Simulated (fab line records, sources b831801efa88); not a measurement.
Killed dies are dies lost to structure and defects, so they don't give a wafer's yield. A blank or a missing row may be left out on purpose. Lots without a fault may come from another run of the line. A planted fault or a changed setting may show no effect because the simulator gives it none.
Which tool did it? | flow gf180mcu | 6 lots, 18 wafers sampled, at 1 step of a route of 602

WHAT THE GAUGES READ, wafer by wafer
GF_M3_THK_MEAS_06: measures by xrf.
lot  | measured     | on            | M3_ALCU_THK (nm)
L115 | day 21 13:46 | film_metro-04 | 448 463 454
L118 | day 22 12:04 | film_metro-03 | 455 450 456
L120 | day 23 14:41 | film_metro-02 | 449 456 448
L124 | day 24 18:06 | film_metro-02 | 450 455 453
L129 | day 26 05:46 | film_metro-02 | 445 463 458
L133 | day 27 06:33 | film_metro-03 | 457 446 448

WHICH TOOL RAN EACH LOT (tool, then ch and the chambers of the sampled wafers, then the start)
The record holds no process step before these readings.

THE ANSWER, worked out from the rows above alone
Rule: what is usual is taken from the lots themselves. Put in order of their means at a reading, lots are off if they are a third of the lots or fewer, leave a main group of 4 or more, and stand apart from it by a gap of 3 or more times the standard deviation of the main group's means; of several such gaps the widest counts. A main group whose means are all the same, to the digits that the tables above print for the reading, isn't used. A lot without any number at a reading at which 4 lots or more have one is off too. The other lots that the step has rows for count as sound.
No lot is off at any reading shown: from this, nothing can be told.

WHAT THE SIMULATOR HAD PUT IN
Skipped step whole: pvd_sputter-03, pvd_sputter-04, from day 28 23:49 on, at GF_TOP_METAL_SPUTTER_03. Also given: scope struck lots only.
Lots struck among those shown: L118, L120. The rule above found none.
